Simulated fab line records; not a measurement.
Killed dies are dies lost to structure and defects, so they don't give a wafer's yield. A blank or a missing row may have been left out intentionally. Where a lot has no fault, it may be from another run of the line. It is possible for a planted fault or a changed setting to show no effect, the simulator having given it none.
Matching of chambers	flow sky130	rie diel-01 running SKY_LI_CONTACT_ETCH_15: 4 sister chambers
The step etches PSG in C4F8/O2/Ar, stops on Si, target depth 600 nm. 8 wafers are shown with their chamber, then 9 later ones without.

## WAFERS WITH THEIR CHAMBER
wafer	chamber	rf fwd power W (W)	oes product au (a.u.)
L075.2	3	1492	0.830
L080.2	3	1492	0.828
L086.2	0	1491	0.829
L086.3	2	1490	0.827
L086.4	1	1487	0.836
L089.2	0	1484	0.835
L089.3	2	1499	0.825
L089.4	1	1489	0.830

## WAFERS MISSING THEIR CHAMBER
wafer	rf fwd power W (W)	oes product au (a.u.)
L094.1	1491	0.835
L094.3	1496	0.835
L094.4	1491	0.829
L096.1	1498	0.832
L096.2	1499	0.836
L096.6	1498	0.833
L097.3	1492	0.831
L097.5	1495	0.832
L097.6	1500	0.828

## CHAMBER TAKEN BY EACH
wafer	from the rows above	in truth
L094.1	can't be placed: 1 or 0 or 3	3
L094.3	can't be placed: 1 or 3 or 0 or 2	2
L094.4	can't be placed: 3 or 0 or 2 or 1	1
L096.1	can't be placed: 3 or 2 or 1 or 0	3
L096.2	can't be placed: 3 or 1 or 0 or 2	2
L096.6	can't be placed: 3 or 2 or 1 or 0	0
L097.3	can't be placed: 3 or 0 or 1 or 2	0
L097.5	can't be placed: 3 or 1 or 0 or 2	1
L097.6	can't be placed: 2 or 3 or 0 or 1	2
Correctly placed: 0 of 9. Unplaceable from these rows: 9, with the true chamber sitting among the candidates in 9. Wrongly placed: 0.
How it was worked out, from the rows above alone: a wafer's distance from a chamber is the root of the sum, over the readings, of the square of ((its reading less the chamber's mean) divided by the reading's scatter). If the next closest chamber is less than 2 further off than the closest, the wafer can't be placed; otherwise it belongs to the closest. Each chamber's mean is taken over the wafers shown for it. The scatter: take each reading less its chamber's mean, square it, sum over the shown wafers, divide by the number of wafers less the number of chambers, and take the root.
